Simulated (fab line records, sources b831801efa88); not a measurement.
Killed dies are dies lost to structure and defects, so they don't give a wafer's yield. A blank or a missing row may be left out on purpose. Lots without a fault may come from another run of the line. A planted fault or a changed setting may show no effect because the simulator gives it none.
Problem report in the 8D (eight disciplines) form, filled by code | flow gf180mcu | the parts of the form that need people (team, actions taken, sign-off) are left out

1. THE PROBLEM
MVSD_TW at GF_MVSD_TW_MEAS_11 reads a mean of 1864 on 6 wafers of 2 lots; wafers without a fault read 1587 with a standard deviation of 9.9. That is +28 standard deviations from the usual mean.
First seen on wafer L965.1, day 8 02:28, on film_metro-01. The record holds 36 wafers of 12 lots with a number at this step. Rule for "out", or "out of limits": more than 4 standard deviations from the usual mean. The other wafers with a number count as sound.

2. WHAT IT IS AND WHAT IT IS NOT
question                    | is                           | is not
which readings at this step | MVSD_TW                      | -
which lots                  | L965, L966                   | L952, L953, L954, L955, L958, L959, L960, L961, L963, L970
which wafers of those lots  | all that have a number       | -
read on which gauges        | film_metro-01, film_metro-03 | film_metro-04
when                        | from day 8 02:28             | up to then (27 sound wafers); but 3 sound wafers of L970 came after

3. SUSPECTS, AND WHAT RULES EACH OUT
Counting: a tool at a process step up to the reading stays a suspect if it ran every lot that is out and no sound lot after the first of them.
- the gauge at GF_MVSD_TW_MEAS_11: ruled out. The wafers that are out were read on 2 gauges (film_metro-01, film_metro-03).
- implanter-02 at GF_MVSD_IMPLANT_08: kept. It ran every lot that is out, first L965 (day 8 02:04), and no sound lot after that; its last sound lot up to then is L963 (day 7 14:53). Its own readings are out on those wafers: dose_ions_cm2, faraday_current_uA.
Left after counting: implanter-02 at GF_MVSD_IMPLANT_08.

4. THE CAUSE (what the simulator had put in)
Process parameter drift: implanter-02, from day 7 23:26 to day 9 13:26, at GF_MVSD_IMPLANT_08. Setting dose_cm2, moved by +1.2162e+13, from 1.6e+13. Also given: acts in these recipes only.
Counting left only this tool.

5. THE CHAIN OF EFFECTS, in route order
Each row: a reading whose mean over the struck wafers that have a number lies more than 3 standard deviations from the usual. Only readings for which the record gives a usual standard deviation are gone through. hours: the time from each lot's start at the first step in this table that gives one to its start at this step, as a median over the lots. sigmas: the change in usual standard deviations.
hours | step                     | reading            | usual        | on struck wafers | change      | sigmas
0     | GF_MVSD_IMPLANT_08       | beam_on_s          | 10.03 s      | 10.75            | +0.72       | +3.6
0     | GF_MVSD_IMPLANT_08       | dose_ions_cm2      | 1.6005e+13   | 2.8166e+13       | +1.2161e+13 | +99 or more
0     | GF_MVSD_IMPLANT_08       | faraday_current_uA | 90.0         | 148.1            | +58.1       | +32
0     | GF_MVSD_TW_MEAS_11       | MVSD_TW            | 1587         | 1864             | +276        | +28
92    | GF_VT_IMPLANT_RS_MEAS_46 | MVSD_RS            | 456.1 ohm/sq | 352.8            | -103.3      | -86
The process steps in it:
- GF_MVSD_IMPLANT_08

6. WHAT WOULD HAVE CAUGHT IT SOONER
In this record the first reading out of limits at a measuring or inspecting step was taken at day 8 02:28, 3 hours after the fault began at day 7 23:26.
The tool's own readings at GF_MVSD_IMPLANT_08 were out on every struck wafer that the step has a row for (dose_ions_cm2, faraday_current_uA): an alarm limit on them would have fired on the first of those.
Of the lots that are out (2), L966 began GF_MVSD_IMPLANT_08 on implanter-02 after day 8 02:28. A hold on the tool at that time would have spared it.
